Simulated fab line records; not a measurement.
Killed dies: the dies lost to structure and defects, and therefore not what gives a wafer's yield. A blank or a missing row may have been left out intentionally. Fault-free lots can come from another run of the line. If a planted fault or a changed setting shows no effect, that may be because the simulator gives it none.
The tool behind it: which one? | flow gf180mcu | 6 lots with 18 wafers sampled at 3 steps, on a route of 602 steps

WHAT EACH GAUGE READ, for each wafer
GF_LVPWELL_TW_MEAS_11.
lot  | measured    | on           | LVPWELL_TW
L872 | day 4 04:46 | filmMetro-03 | 565 562 561
L874 | day 4 13:02 | filmMetro-01 | 556 556 556
L876 | day 5 00:12 | filmMetro-04 | 567 570 569
L886 | day 7 09:01 | filmMetro-04 | 566 565 569
L889 | day 8 02:24 | filmMetro-04 | 565 566 571
L893 | day 9 00:28 | filmMetro-03 | 558 560 557

WHICH TOOL RAN EACH LOT (tool, then ch and the chambers of the sampled wafers, then the start)
lot  | GF_STI_ETCH_14                 | GF_STI_STRIP_15
L872 | rieSi-02 ch 0,2, day 2 06:40   | plasmaAsher-01 ch 0,1, day 2 06:45
L874 | rieSi-02 ch 0,1, day 2 16:22   | plasmaAsher-01 ch 1, day 2 16:27
L876 | rieSi-01 ch 0,1,3, day 3 04:18 | plasmaAsher-04 ch 0,1, day 3 04:25
L886 | rieSi-01 ch 0,2,3, day 5 06:38 | plasmaAsher-04 ch 0,1, day 5 06:43
L889 | rieSi-02 ch 0,3, day 5 22:09   | plasmaAsher-04 ch 0,1, day 5 22:13
L893 | rieSi-02 ch 0,1, day 6 19:34   | plasmaAsher-02 ch 0,1, day 6 19:41
- GF_STI_ETCH_14: etches Si in HBr/Cl2/O2, target depth 360 nm, time 102.9 s.
- GF_STI_STRIP_15: strips in O2/N2.

THE ANSWER, worked out from the rows above alone
Rule: what is usual is taken from the lots themselves. The widest of any qualifying gaps counts: lots, ordered by their means at a reading, are off when they make up no more than a third of the lots, leave a main group of 4 or more, and stand apart from it by 3 or more times the standard deviation of that group's means. The tables above print the reading to a certain number of digits; a main group whose means all agree to those digits is not used. Also off: a lot with no number at a reading for which 4 or more lots have one. Any other lot the step has rows for is counted as sound.
No lot is off at any reading shown: from this, nothing can be told.

WHAT THE SIMULATOR HAD PUT IN
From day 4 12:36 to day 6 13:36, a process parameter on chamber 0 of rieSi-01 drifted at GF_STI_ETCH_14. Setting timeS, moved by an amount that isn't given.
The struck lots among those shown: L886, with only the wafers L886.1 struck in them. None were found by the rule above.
